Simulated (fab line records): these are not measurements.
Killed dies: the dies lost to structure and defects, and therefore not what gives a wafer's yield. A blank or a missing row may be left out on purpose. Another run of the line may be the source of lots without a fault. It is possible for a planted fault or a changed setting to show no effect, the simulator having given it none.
Comparing a struck lot with a sound one    flow gf180mcu    17 steps out of a route of 602
Sound: these wafers, L471.1, L471.4, L471.5. Struck: wafers L477.2, L477.5 (left out: L477.6, a lot-mate that was not struck); the cause follows at the end.
For every step that has rows: the tool of each side, followed by ch and its chambers, followed by its first start. Under that, the readings that differ: sound wafers    struck wafers    difference of the means    sigmas: that difference in standard deviations of wafers without a fault.
alike: readings whose means differ by less than 2 such deviations, and words and numbers that are the same on both sides. not compared: withheld readings, readings that some wafer has no value for, bounds like >300 that may hide the same value, and numbers for which the record gives no deviation and whose values overlap.
The two part at a step that has a row with sigmas, a row that says differs or no value, or rows on one side only. Numbers that have no deviation but don't overlap get no sigmas and don't part them. Lack of a reading on every wafer of one side parts them only where that side has two or more wafers.

first, 3 steps without rows for these wafers: GF_V4_EXPOSE_11 (exposes mask Via4, target cd 260 nm); GF_V4_PEB_12 (peb time 90 s); GF_V4_DEVELOP_13 (develop time 60 s).
GF_V4_CD_MEAS_14: the cd target is 260 nm.
  sound on cd_sem-01, day 26 23:31; struck on cd_sem-02, day 28 18:26
  alike: cd_nm
GF_V4_OVL_MEAS_15:
  sound on overlay-02, day 26 23:38; struck on overlay-02, day 28 18:33
  alike: V4_OVL
GF_V4_ETCH_16: etches BARC in N2/H2.
  sound on rie_diel-03 ch 0,2, day 26 23:41; struck on rie_diel-01 ch 0,1, day 28 18:35
  alike: bias_w, drypump_motor_current_A, oes_product_au, rf_fwd_power_W, throttle_valve_pct
GF_V4_ETCH_17: etches SiO2 in C4F8/O2/Ar, stops on TiN, target depth 630 nm.
  sound: rie_diel-03 ch 0,2; struck: rie_diel-01 ch 0,1
  alike: bias_w, oes_product_au, rf_fwd_power_W
GF_V4_STRIP_18: strips in O2/N2.
  sound on plasma_asher-01 ch 0,1, day 26 23:48; struck on plasma_asher-02 ch 0, day 28 18:42
  alike: drypump_motor_current_A, heater_power_w, oes_product_au
  not compared: rf_hours_counter_h
then, 2 steps without rows for these wafers: GF_V4_STRIP_19 (strips in post etch residue remover, time 1200 s); GF_V4_CLEAN_20 (cleans in DIW).
GF_V4_SPUTTER_21: material Ti, target thk 15 nm, time 80.02 s.
  sound on pvd_sputter-04, day 27 00:23; struck on pvd_sputter-03, day 28 19:16
  alike: throttle_valve_pct
then, 1 step without rows for these wafers: GF_V4_SPUTTER_22 (material TiN, target thk 10 nm, time 40 s).
GF_V4_CVD_23: deposits W, target thk 350 nm, time 104.9 s.
  sound on cvd_w-01 ch 0,1, day 27 00:29; struck on cvd_w-01 ch 1, day 28 19:22
reading                           sound              struck       difference  sigmas
chamber_pressure_Torr (Torr)      39.95 39.93 40.08  44.05 44.19  +4.13       +58
model.W_of_V4_CVD_23.thk_nm (nm)  349.4 347.2 345.5  367.4 370.6  +21.6       
  alike: heater_power_w
GF_V4_RS_MEAS_24: measurement is done with a four-point probe.
  sound on film_metro-03, day 27 00:37; struck on film_metro-04, day 28 19:30
reading           sound              struck       difference  sigmas
V4_W_RS (ohm/sq)  0.328 0.330 0.331  0.311 0.308  -0.020      -4
GF_V4_THK_MEAS_25: measures by xrf.
  sound on film_metro-03, day 27 00:44; struck on film_metro-04, day 28 19:37
reading        sound        struck   difference  sigmas
V4_W_THK (nm)  349 348 346  373 379  +28         +5
GF_V4_CMP_26: polishes, stops on SiO2, t overpolish 15 s, target thk 0 nm.
  sound on cmp-02 ch 1,3, day 27 00:47; struck on cmp-01 ch 0,2, day 28 20:01
  alike: motor_current_A
-- the record jumps here: 4 days lie between the struck wafers' starts before and after (it left off in module V4 and takes up again in module PASSIVATION, whose first step shown is number 602 of the route) --
GF_PASSIVATION_PROBE_99:
  only the struck wafers here have rows in the record (prober-02, day 32 21:43); the sound ones have none

WHERE THEY PART
At GF_V4_CVD_23 first; at GF_PASSIVATION_PROBE_99 last (within this record only).

WHY: what the simulator had put in
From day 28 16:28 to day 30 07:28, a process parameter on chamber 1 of cvd_w-01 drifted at GF_V4_CVD_23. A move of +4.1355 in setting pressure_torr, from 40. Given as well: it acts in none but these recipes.
